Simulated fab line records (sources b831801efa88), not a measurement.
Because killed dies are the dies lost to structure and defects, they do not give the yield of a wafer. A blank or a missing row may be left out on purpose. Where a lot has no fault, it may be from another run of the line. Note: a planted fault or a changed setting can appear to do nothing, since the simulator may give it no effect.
fab line records -- flow sky130
[record] lots = 5, wafers = 15, lastDay = 49
route steps=708 shown VIA2@524 METAL3@532 CAPM@537 PAD_OPEN@708
lots that met no fault: taken from a fault-free run of the same line
startH: hours from the record's opening day to when the first of the lot's shown wafers began -- waitH: hours from the lot's prior step to this one -- " unchanged from the row above -- L1.1+2: one row covering several wafers at once -- - no value, or no start was given -- * or withheld: withheld -- < > ~ a bound
route shown NAME@n: a module of which the file shows steps, and the number in the route of the first -- usual: mean/standard deviation of fault-free wafers -- same: alike in all rows -- chamber/n: place in a boat -- sites: per-site readings -- _std_site: how widely they spread, as a standard deviation -- _edge_site: outer sites' mean less inner sites' -- radiusMm: how far each site lies from the wafer's centre -- mask NAME#n: copy n -- behind: the tool/chamber that last shaped the wafer -- hold: why the lot was held/for how many hours/how that ended -- device: the transistor (n, p or np) that didn't switch -- end of line: at the end of the route, the tests of the same wafers -- for a step that has no rows: nothing shown but its recipe -- killed: at the first sort, the dies lost to defects and structure; wafer yield is something else -- map: the dies of a wafer, with x for killed, . for not killed, _ for no die there
set.NAME: the setting as run; set.NAME@STEP: as run at that earlier step -- model.NAME: the simulator's own value behind a step, which no gauge read
lots at some steps of the route; a table a step, a row a wafer
services: when a tool's chamber went out of use (startH, in hours from the record's first day, below 0 if earlier), for how many hours, and the reason
[[steps]]
[step SKY_VIA2_STRIP_17]
[recipe] chemistry = postEtchResidueRemover, timeS = 1200, tempC = 72.5
[step SKY_VIA2_CLEAN_18]
[recipe] chemistry = IPA, timeS = 180, tempC = 25
[step SKY_VIA2_CLEAN_19]
[recipe] chemistry = O3/DIW, dry = n2Spin
[step SKY_VIA2_SPUTTER_20]
[recipe] material = TiN, targetThkNm = 20, chamberPressurePa = 5, powerW = 4000, timeS = 80
[step SKY_VIA2_CVD_21]
[recipe] material = W, targetThkNm = 420, timeS = 126.4, tempC = 400, pressureTorr = 40
[step SKY_VIA2_CMP_24]
[recipe] stopOn = SiO2, tOverpolishS = 20, downForcePsi = 3.5, platenRpm = 60, targetThkNm = 0, padVelocityMS = 0.94248
[step SKY_METAL3_SPUTTER_00]
[recipe] material = Ti, targetThkNm = 15, powerW = 3000, timeS = 9.789, chamberPressurePa = 0.4
[step SKY_METAL3_SPUTTER_01]
[recipe] material = TiN, targetThkNm = 20, powerW = 6500, timeS = 16.7, chamberPressurePa = 0.4
[step SKY_METAL3_SPUTTER_02]
[recipe] material = AlCu, targetThkNm = 735, powerW = 10600, timeS = 39.1, chamberPressurePa = 0.4
[step SKY_METAL3_SPUTTER_03]
[recipe] material = Ti, targetThkNm = 5, powerW = 3000, timeS = 3.3, chamberPressurePa = 0.4
[step SKY_METAL3_SPUTTER_04]
[recipe] material = TiN, targetThkNm = 70, powerW = 6500, timeS = 58.3, chamberPressurePa = 0.4
[usual] cathodeDcPowerW = 6499.9/1.1, chamberPressurePa = 0.4001/0.00076, throttleValvePct = 30.6/0.61
lot.wafer,tool,chamber,startH,waitH,cathodeDcPowerW,chamberPressurePa,throttleValvePct
L817.3,pvdSputter-04,-,925.06,0.0,-,-,-
L817.5,pvdSputter-04,-,925.06,0.0,-,-,-
L817.6,pvdSputter-04,-,925.06,0.0,-,-,-
L818.1,pvdSputter-04,-,928.09,0.0,-,-,-
L818.4,pvdSputter-04,-,928.09,0.0,-,-,-
L818.5,pvdSputter-04,-,928.09,0.0,-,-,-
L819.2,pvdSputter-03,-,931.79,0.0,-,-,-
L819.4,pvdSputter-03,-,931.79,0.0,-,-,-
L819.6,pvdSputter-03,-,931.79,0.0,-,-,-
L823.2,pvdSputter-04,-,965.12,0.0,6499.1,0.4001,30.4
L823.3,pvdSputter-04,-,965.12,0.0,6500.4,0.3991,31.0
L823.4,pvdSputter-04,-,965.12,0.0,6498.9,0.4005,31.7
L824.1,pvdSputter-03,-,986.10,0.0,6499.8,0.4008,30.5
L824.2,pvdSputter-03,-,986.10,0.0,6499.1,0.3993,30.5
L824.4,pvdSputter-03,-,986.10,0.0,6501.5,0.4002,30.5
[step SKY_CAPM_CVD_00]
[recipe] material = SiO2, targetThkNm = 15.5, tempC = 400, timeS = withheld, rfW = 450
[step SKY_CAPM_SPUTTER_02]
[recipe] material = TiN, targetThkNm = 200, tempC = 300, powerW = 6500, timeS = 166.7, chamberPressurePa = 0.4
[step SKY_CAPM_DEHYDRATE_05]
[recipe] tempC = 200, timeS = 60
[step SKY_CAPM_HMDS_06]
[recipe] primeTimeS = 60, primeTempC = 120
[step SKY_CAPM_COAT_07]
[recipe] resist = NOVOLAK, spinRpm = 3000, resistThkNm = 1140
[step SKY_CAPM_SOFTBAKE_08]
[recipe] tempC = 90, timeS = 60, resist = NOVOLAK
[step SKY_CAPM_EXPOSE_09]
[recipe] maskId = CAPM, na = 0.6, sourceShape = conventional, sigmaOuter = 0.6, polarization = unpolarized, targetCdNm = 1000, doseMj = 159
[step SKY_CAPM_PEB_10]
[recipe] tempC = withheld, timeS = *, resist = NOVOLAK
[step SKY_CAPM_DEVELOP_11]
[recipe] resist = NOVOLAK, developer = TMAH, developTimeS = 60, devTempC = 23
[step SKY_CAPM_METAL_ETCH_13]
[recipe] targetDepthNm = 220, stopOn = SiO2, chemistry = Cl2/BCl3, target = TiN, pressureMtorr = 10, icpW = 900, biasW = 48.5, Cl2_flow_sccm = 60, bcl3FlowSccm = 30, timeS = 62.9
[step SKY_CAPM_STRIP_14]
[recipe] chemistry = O2/N2, powerW = 1400, pressureMtorr = 1500, platenTempC = withheld, o2FlowSccm = 3000, n2FlowSccm = 300, overashFraction = 0.5
[step SKY_CAPM_STRIP_15]
[recipe] chemistry = postEtchResidueRemover, timeS = 1200, tempC = 72.5
[step SKY_CAPM_CLEAN_16]
[recipe] chemistry = IPA, timeS = 180, tempC = 25
[step SKY_CAPM_CLEAN_17]
[recipe] chemistry = O3/DIW, dry = n2Spin
[step SKY_METAL3_DEHYDRATE_05]
[recipe] tempC = 200, timeS = 60
[step SKY_METAL3_HMDS_06]
[recipe] primeTimeS = 60, primeTempC = 120
[step SKY_METAL3_COAT_07]
[recipe] resist = BARC, tempC = withheld, timeS = withheld, spinRpm = 3000, resistThkNm = 60
[step SKY_METAL3_COAT_08]
[recipe] resist = KrF-thick, spinRpm = 3000, resistThkNm = 1124
[step SKY_METAL3_SOFTBAKE_09]
[recipe] tempC = 100, timeS = 90, resist = KrF-thick
[step SKY_METAL3_EXPOSE_10]
[recipe] maskId = MM3, na = 0.68, sourceShape = annular, sigmaInner = 0.4, sigmaOuter = 0.8, targetCdNm = 300, doseMj = 28
[step SKY_METAL3_PEB_11]
[recipe] pebTempC = withheld, pebTimeS = withheld, resist = KrF-thick
[step SKY_METAL3_DEVELOP_12]
[recipe] developTimeS = 60, resist = KrF-thick, devTempC = 21
[step SKY_METAL3_DESCUM_15]
[recipe] chemistry = O2, sourcePowerW = 150, biasPowerW = 0, pressureMtorr = 10, tempC = 40, timeS = 8
[step SKY_METAL3_METAL_ETCH_18]
[recipe] targetDepthA = 8450, stopOn = SiO2, overEtchFrac = 0.3, timeS = 183.1, chemistry = Cl2/BCl3, resistSidewallDeg = 88, pressureMtorr = 10, icpW = 900, biasW = 48.5, Cl2_flow_sccm = 60, bcl3FlowSccm = 30
[usual] biasW = 48.51/0.16, drypumpMotorCurrentA = 5.3/0.37, heBacksideLeakSccm = 3.27/0.16, mfcCl2Sccm = 59.98/0.18, oesProductAu = 0.867/0.0061, throttleValvePct = 22.265/0.0086
lot.wafer,tool,chamber,startH,waitH,biasW,drypumpMotorCurrentA,heBacksideLeakSccm,mfcCl2Sccm,oesProductAu,rfHoursCounterH,throttleValvePct
L817.3,rieMetal-02,1,974.81,0.1,48.44,4.8,3.59,59.70,0.830,-,22.279
L817.5,rieMetal-02,1,974.81,0.1,48.59,4.8,3.59,60.21,0.833,-,22.272
L817.6,rieMetal-02,0,974.81,0.1,48.42,5.2,3.19,60.03,0.832,-,22.258
L818.1,rieMetal-02,1,977.37,0.0,48.36,4.8,3.33,59.93,0.824,16,22.257
L818.4,rieMetal-02,1,977.37,0.0,48.44,4.8,3.32,60.19,0.818,-,22.251
L818.5,rieMetal-02,0,977.37,0.0,48.34,5.2,3.13,60.15,0.821,-,22.274
L819.2,rieMetal-03,0,980.07,0.0,48.24,5.3,3.19,60.09,0.825,8,22.268
L819.4,rieMetal-03,1,980.07,0.0,48.56,5.9,3.33,60.04,0.825,-,22.259
L819.6,rieMetal-03,1,980.07,0.0,48.90,5.9,3.35,60.09,0.829,-,22.262
L823.2,rieMetal-03,1,1013.01,0.0,48.18,5.9,3.18,60.21,0.858,21,22.288
L823.3,rieMetal-03,1,1013.01,0.0,48.26,5.9,3.08,59.92,0.865,-,22.248
L823.4,rieMetal-03,0,1013.01,0.0,48.48,5.3,3.14,59.94,0.869,-,22.274
L824.1,rieMetal-02,0,1033.18,0.0,48.60,5.2,3.03,59.95,0.865,8,22.282
L824.2,rieMetal-02,1,1033.18,0.0,48.44,4.8,3.41,60.00,0.863,20,22.268
L824.4,rieMetal-02,0,1033.18,0.0,48.60,5.2,3.07,60.09,0.865,-,22.268
[step SKY_PAD_OPEN_PROBE_99]
[usual] defectLimitedYield = 82.5/1.9, killed_at_M0_to_M3 = 43/7.2, killed_at_M4_up = 3.3/2, killedAtContacts = 25/5.8, killedAtFrontEnd = 15/4.5, killedAtOther = 0.3/0.62, killedDies = 86/9.4, killedOpen = 47/7.1, killedShort = 39/6, sort_bin_3_pad_short = 0.9/0.4, sort_bin_5_function = 10.4/1.4, sort_bin_6_memory = 6.2/1.1, sort_bin_8_speed = 0.7/1.4, sortNPass = 402/11, sortYieldPct = 81.7/2.2
[same] grossDies = 492, killedAtBackSide = 0, sort_bin_4_leakage[%] = 0
lot.wafer,tool,chamber,startH,waitH,defectLimitedYield[%],killed_at_M0_to_M3,killed_at_M4_up,killedAtContacts,killedAtFrontEnd,killedAtOther,killedDies,killedOpen,killedShort,sort_bin_3_pad_short[%],sort_bin_5_function[%],sort_bin_6_memory[%],sort_bin_8_speed[%],sortNPass,sortYieldPct[%],model.etest.via3Chain.rcOhm,model.etest.capMim.bvV,model.etest.capMim.leakLog10ACm2
L817.3,prober-01,-,1138.54,0.2,80.7,51,4,23,17,0,95,54,41,1.2,11.0,7.1,0.2,396,80.5,14.41,9.478,-7.478
L817.5,prober-01,-,1138.64,0.2,82.3,55,2,16,14,0,87,48,39,0.8,9.6,7.3,0.2,404,82.1,15.38,9.596,-7.478
L817.6,prober-01,-,1138.69,0.2,81.1,45,2,26,20,0,93,50,43,0.8,11.8,6.3,0.4,397,80.7,15.03,9.503,-7.612
L818.1,prober-02,-,1139.39,0.1,82.5,35,1,29,20,1,86,50,36,0.8,11.2,5.5,0,406,82.5,15.11,9.729,-7.519
L818.4,prober-02,-,1139.54,0.2,83.7,39,7,21,13,0,80,42,38,0.8,9.8,5.7,0,412,83.7,15.38,9.635,-7.623
L818.5,prober-02,-,1139.59,0.2,81.5,46,5,26,14,0,91,50,41,1.2,11.0,6.3,0,401,81.5,15.19,9.754,-7.522
L819.2,prober-01,-,1140.12,0.1,83.1,44,4,22,13,0,83,42,40,0.4,11.0,5.5,0.4,407,82.7,15.74,9.633,-7.563
L819.4,prober-01,-,1140.22,0.2,81.7,40,5,21,23,1,90,49,41,1.2,11.0,6.1,0.8,398,80.9,16.3,9.679,-7.567
L819.6,prober-01,-,1140.32,0.2,82.9,43,4,24,13,0,84,49,35,1.4,9.8,5.9,0,408,82.9,15.78,9.86,-7.445
L823.2,prober-01,-,1165.09,0.1,82.3,55,0,19,13,0,87,52,35,0.8,10.8,6.1,0,405,82.3,9.595,13.82,-8.639
L823.3,prober-01,-,1165.14,0.2,82.3,47,5,22,13,0,87,48,39,0.6,11.2,5.9,0.6,402,81.7,9.604,13.93,-8.782
L823.4,prober-01,-,1165.19,0.2,85.6,38,1,26,6,0,71,40,30,0.2,8.1,6.1,0,421,85.6,9.725,13.79,-8.958
L824.1,prober-01,-,1181.12,0.1,80.1,43,5,28,22,0,98,38,59,1.2,11.0,7.7,0.2,393,79.9,9.954,13.76,-9.021
L824.2,prober-01,-,1181.17,0.1,83.9,43,1,20,15,0,79,48,30,0.4,9.8,5.9,0,413,83.9,9.096,13.85,-8.946
L824.4,prober-01,-,1181.27,0.2,85.8,33,4,19,14,0,70,37,33,0.6,7.7,5.9,0.2,421,85.6,9.307,13.76,-8.963
// killed by level:class
L817.3 VIA1:geometricParticle:open=12 CONTACT:geometricParticle:open=11 VIA2:geometricParticle:open=10 VIA3:geometricParticle:open=7 METAL1:geometricParticle:short=6 FIELD_ISO:geometricParticle:short=5 LOCAL_INTERCONNECT:geometricParticle:short=5 VIA3:geometricParticle:short=5
L817.5 VIA2:geometricParticle:open=11 VIA1:geometricParticle:open=11 VIA3:geometricParticle:open=11 METAL2:geometricParticle:short=8 CONTACT:geometricParticle:open=7 METAL1:geometricParticle:short=7 FIELD_ISO:geometricParticle:open=6 CONTACT:geometricParticle:short=4
L817.6 VIA1:geometricParticle:open=13 CONTACT:geometricParticle:short=9 CONTACT:geometricParticle:open=9 VIA2:geometricParticle:open=7 FIELD_ISO:geometricParticle:open=6 VIA1:geometricParticle:short=6 VIA2:geometricParticle:short=6 METAL2:geometricParticle:short=5
L818.1 VIA1:geometricParticle:open=10 LI_CONTACT:geometricParticle:open=8 VIA3:geometricParticle:open=8 LOCAL_INTERCONNECT:geometricParticle:short=7 FIELD_ISO:geometricParticle:short=6 VIA3:geometricParticle:short=6 CONTACT:geometricParticle:open=5 CONTACT:geometricParticle:short=5
L818.4 CONTACT:geometricParticle:open=9 VIA1:geometricParticle:open=8 METAL2:geometricParticle:short=7 VIA1:geometricParticle:short=6 VIA2:geometricParticle:open=6 METAL4:geometricParticle:short=6 FIELD_ISO:geometricParticle:short=5 LI_CONTACT:geometricParticle:open=5
L818.5 CONTACT:geometricParticle:open=10 VIA1:geometricParticle:open=9 VIA2:geometricParticle:open=7 VIA3:geometricParticle:open=7 VIA1:geometricParticle:short=6 POLY_GATE:geometricParticle:open=5 CONTACT:geometricParticle:short=5 METAL4:geometricParticle:short=5
L819.2 VIA1:geometricParticle:open=9 VIA3:geometricParticle:open=9 LI_CONTACT:geometricParticle:open=7 VIA1:geometricParticle:short=6 CONTACT:geometricParticle:open=5 POLY_GATE:geometricParticle:short=4 LOCAL_INTERCONNECT:geometricParticle:short=4 CONTACT:geometricParticle:short=4
L819.4 VIA1:geometricParticle:open=9 FIELD_ISO:geometricParticle:open=7 LI_CONTACT:geometricParticle:open=7 CONTACT:geometricParticle:open=7 VIA2:geometricParticle:open=7 VIA3:geometricParticle:open=6 FIELD_ISO:geometricParticle:short=5 METAL1:geometricParticle:short=5
L819.6 VIA1:geometricParticle:open=14 CONTACT:geometricParticle:open=11 VIA2:geometricParticle:open=10 FIELD_ISO:geometricParticle:open=5 CONTACT:geometricParticle:short=5 METAL1:geometricParticle:short=5 VIA2:geometricParticle:short=5 LI_CONTACT:geometricParticle:short=4
L823.2 VIA1:geometricParticle:open=17 VIA3:geometricParticle:open=8 CONTACT:geometricParticle:open=6 VIA1:geometricParticle:short=6 METAL1:geometricParticle:short=6 VIA2:geometricParticle:open=5 METAL2:geometricParticle:open=4 LI_CONTACT:geometricParticle:open=4
L823.3 CONTACT:geometricParticle:open=11 VIA1:geometricParticle:open=10 VIA2:geometricParticle:open=7 METAL1:geometricParticle:short=6 LI_CONTACT:geometricParticle:open=5 VIA3:geometricParticle:short=5 METAL4:geometricParticle:short=5 FIELD_ISO:geometricParticle:short=4
L823.4 CONTACT:geometricParticle:open=12 VIA3:geometricParticle:open=9 METAL2:geometricParticle:short=7 VIA1:geometricParticle:open=6 LI_CONTACT:geometricParticle:open=5 METAL1:geometricParticle:short=5 VIA1:geometricParticle:short=4 LOCAL_INTERCONNECT:geometricParticle:short=3
L824.1 FIELD_ISO:geometricParticle:short=9 CONTACT:geometricParticle:open=9 VIA1:geometricParticle:open=8 METAL1:geometricParticle:short=8 METAL2:geometricParticle:short=7 CONTACT:geometricParticle:short=6 LI_CONTACT:geometricParticle:short=5 LI_CONTACT:geometricParticle:open=5
L824.2 CONTACT:geometricParticle:open=11 VIA1:geometricParticle:open=10 VIA3:geometricParticle:open=6 POLY_GATE:geometricParticle:open=5 METAL1:geometricParticle:short=5 LI_CONTACT:geometricParticle:open=5 VIA1:geometricParticle:short=5 VIA2:geometricParticle:open=5
L824.4 CONTACT:geometricParticle:open=6 LI_CONTACT:geometricParticle:open=5 CONTACT:geometricParticle:short=5 METAL2:geometricParticle:short=5 POLY_GATE:geometricParticle:open=4 VIA2:geometricParticle:open=4 VIA1:geometricParticle:open=4 VIA3:geometricParticle:open=4
[[services]]
tool,chamber,startH,hours,kind
rieMetal-03,0,921.33,12.8,repair
rieMetal-02,1,921.34,1.1,repair
pvdSputter-03,3,948.84,-,consumableReplace:kit
pvdSputter-03,3,948.84,18.0,scheduledDown
pvdSputter-03,3,948.84,18.0,ventCycle
rieMetal-03,0,955.49,9.2,repair
pvdSputter-03,-,964.07,7.3,repair
pvdSputter-04,1,965.16,-,consumableReplace:kit
pvdSputter-04,1,965.16,18.0,scheduledDown
pvdSputter-04,1,965.16,18.0,ventCycle
rieMetal-02,0,1008.87,22.0,repair
pvdSputter-04,-,1014.18,4.9,repair
pvdSputter-04,-,1030.42,1.5,repair
[[key]]
[firstSign] step = SKY_METAL3_SPUTTER_04, reading = toolRecord, direction = missing
[effect] step = SKY_METAL3_METAL_ETCH_18, reading = oesProductAu, direction = down, sigmas = 6.6, usual = 0.867, struck = 0.826
[modelEffect] step = SKY_PAD_OPEN_PROBE_99, value = etest.via3Chain.rcOhm, without = 9.574, struck = 15.37
metAt SKY_METAL3_SPUTTER_04
struckWafers L817.3,L817.5,L817.6,L818.1,L818.4,L818.5,L819.2,L819.4,L819.6
[fault] kind = skippedStepWhole, tool = pvdSputter-03,pvdSputter-04, chamber = -, onsetH = 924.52, steps = SKY_METAL3_SPUTTER_04, scope = struckLotsOnly
